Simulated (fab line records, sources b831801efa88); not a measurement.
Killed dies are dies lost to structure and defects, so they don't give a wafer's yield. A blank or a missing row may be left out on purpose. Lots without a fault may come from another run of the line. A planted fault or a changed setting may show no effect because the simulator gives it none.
A struck lot beside a sound one | flow sky130 | 38 steps out of a route of 708
Sound: wafers L800.3, L800.5, L800.6. Struck: wafers L811.1, L811.2, L811.3. The cause comes at the end.
At each step with rows: each side's tool, then ch and its chambers, then its first start. Under that, the readings that differ: sound wafers | struck wafers | difference of the means | sigmas: that difference in standard deviations of wafers without a fault.
alike: readings whose means differ by less than 2 such deviations, and words and numbers that are the same on both sides. not compared: withheld readings, readings that some wafer has no value for, bounds like >300 that may hide the same value, and numbers for which the record gives no deviation and whose values overlap.
The two part at a step that has a row with sigmas, a row that says differs or no value, or rows on one side only. Numbers that don't overlap but have no deviation are shown without sigmas and don't part them. A reading that every wafer of one side lacks parts them only if that side has two wafers or more.

first, 9 steps without rows for these wafers: SKY_VIA2_SPUTTER_20 (material TiN, target thk 20 nm, time 80 s); SKY_VIA2_CVD_21 (deposits W, target thk 420 nm, time 126.4 s); SKY_VIA2_CMP_24 (polishes, stops on SiO2, t overpolish 20 s, target thk 0 nm); SKY_METAL3_SPUTTER_00 (material Ti, target thk 15 nm, time 10 s); SKY_METAL3_SPUTTER_01 (material TiN, target thk 20 nm, time 16.7 s); SKY_METAL3_SPUTTER_02 (material AlCu, target thk 735 nm, time 39.1 s); SKY_METAL3_SPUTTER_03 (material Ti, target thk 5 nm, time 3.3 s); SKY_METAL3_SPUTTER_04 (material TiN, target thk 70 nm, time 58.3 s); SKY_CAPM_CVD_00 (deposits SiO2, target thk 15.5 nm).
SKY_CAPM_SPUTTER_02: material TiN, target thk 200 nm, time 166.7 s.
  sound on pvd_sputter-03, day 39 12:02; struck on pvd_sputter-03, day 41 11:50
  reading                                  | sound                | struck               | difference | sigmas
  cathode_dc_power_W (W)                   | 6500.4 6500.5 6501.6 | 5641.0 5642.7 5640.5 | -859.4     | -99 or more
  model.TiN_of_CAPM_SPUTTER_02.thk_nm (nm) | 202.9 202.3 202.1    | 175.9 174.2 174      | -27.7      |
  alike: substrate_temp_c, throttle_valve_pct
SKY_CAPM_RS_MEAS_03: measures by four-point-probe.
  sound on film_metro-03, day 39 12:11; struck on film_metro-02, day 41 11:56
  reading              | sound          | struck         | difference | sigmas
  CAPM_TIN_RS (ohm/sq) | 6.78 6.83 6.84 | 7.89 7.97 7.97 | +1.13      | +16
SKY_CAPM_THK_MEAS_04: measures by xrf.
  sound on film_metro-03, day 39 12:17; struck on film_metro-02, day 41 12:04
  reading           | sound             | struck            | difference | sigmas
  CAPM_TIN_THK (nm) | 203.6 203.9 202.9 | 177.4 175.3 174.1 | -27.9      | -12
then, 7 steps without rows for these wafers: SKY_CAPM_DEHYDRATE_05 (time 60 s); SKY_CAPM_HMDS_06 (prime time 60 s); SKY_CAPM_COAT_07 (resist thk 1140 nm); SKY_CAPM_SOFTBAKE_08 (time 60 s); SKY_CAPM_EXPOSE_09 (exposes mask CAPM, target cd 1000 nm); SKY_CAPM_PEB_10; SKY_CAPM_DEVELOP_11 (develop time 60 s).
SKY_CAPM_METAL_ETCH_13: etches TiN in Cl2/BCl3, stops on SiO2, target depth 220 nm, time 62.9 s.
  sound on rie_metal-04 ch 0,1, day 40 09:46; struck on rie_metal-02 ch 0,1, day 42 11:50
  reading                | sound                | struck               | difference | sigmas
  oes_product_au (a.u.)  | 0.947 0.948 0.943    | 0.871 0.869 0.867    | -0.077     | -11
  throttle_valve_pct (%) | 21.899 21.908 21.907 | 21.947 21.950 21.967 | +0.050     | +5
  alike: drypump_motor_current_A
  not compared: rf_hours_counter_h
then, 16 steps without rows for these wafers: SKY_CAPM_STRIP_14 (strips in O2/N2); SKY_CAPM_STRIP_15 (strips in post etch residue remover, time 1200 s); SKY_CAPM_CLEAN_16 (cleans in IPA, time 180 s); SKY_CAPM_CLEAN_17 (cleans in O3/DIW); SKY_METAL3_DEHYDRATE_05 (time 60 s); SKY_METAL3_HMDS_06 (prime time 60 s); SKY_METAL3_COAT_07 (resist thk 60 nm); SKY_METAL3_COAT_08 (resist thk 1140 nm); SKY_METAL3_SOFTBAKE_09 (time 90 s); SKY_METAL3_EXPOSE_10 (exposes mask MM3, target cd 300 nm); SKY_METAL3_PEB_11; SKY_METAL3_DEVELOP_12 (develop time 60 s); SKY_METAL3_DESCUM_15 (chemistry O2, time 8 s); SKY_METAL3_ETCH_16 (etches BARC in N2/H2, stops on SiO2, time 88.2 s, target depth 60 nm); SKY_METAL3_ETCH_17 (etches SiO2 in C4F8/O2/Ar, stops on TiN, time 3.9 s, target depth 15 nm); SKY_METAL3_METAL_ETCH_18 (etches the open film in Cl2/BCl3, stops on SiO2, target depth 845 nm, time 183.1 s).
SKY_METAL3_STRIP_20: strips in post etch residue remover, time 1200 s.
  sound on wet_bench-04 ch 2, day 41 10:29; struck on wet_bench-02 ch 3, day 43 11:32
  reading                                  | sound             | struck          | difference | sigmas
  model.TiN_of_CAPM_SPUTTER_02.thk_nm (nm) | 202.1 201.5 201.2 | 175 173.3 173.2 | -28        |
-- the record jumps here: 6 days lie between the struck wafers' starts before and after (it left off in module METAL3 and takes up again in module PAD_OPEN, whose first step shown is number 708 of the route) --
SKY_PAD_OPEN_PROBE_99:
  sound on prober-01, day 48 04:15; struck on prober-02, day 49 19:19
  reading                              | sound                | struck               | difference | sigmas
  model.etest.cap_mim.plate_ohm_sq     | 5.893 5.95 5.965     | 6.769 6.859 6.934    | +0.918     |
  model.etest.cap_mim.bv_v (V)         | 13.5 14.16 13.92     | 13.02 12.86 13.16    | -0.85      |
  model.etest.cap_mim.leak_log10_a_cm2 | -8.792 -9.135 -9.049 | -8.699 -8.611 -8.668 | +0.333     |
  alike: defect_limited_yield, killed_at_M0_to_M3, killed_at_M4_up, killed_at_contacts, killed_at_front_end, killed_at_other, killed_dies, killed_open, killed_short, sort_bin_3_pad_short, sort_bin_5_function, sort_bin_6_memory, sort_n_pass, sort_yield_pct

WHERE THEY PART
First at SKY_CAPM_SPUTTER_02; last, within this record, at SKY_CAPM_METAL_ETCH_13. Later steps at which nothing parts them and some readings are alike: SKY_PAD_OPEN_PROBE_99.

WHY: what the simulator had put in
Process parameter drift: pvd_sputter-03, from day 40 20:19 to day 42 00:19, at SKY_CAPM_SPUTTER_02. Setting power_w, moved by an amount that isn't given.
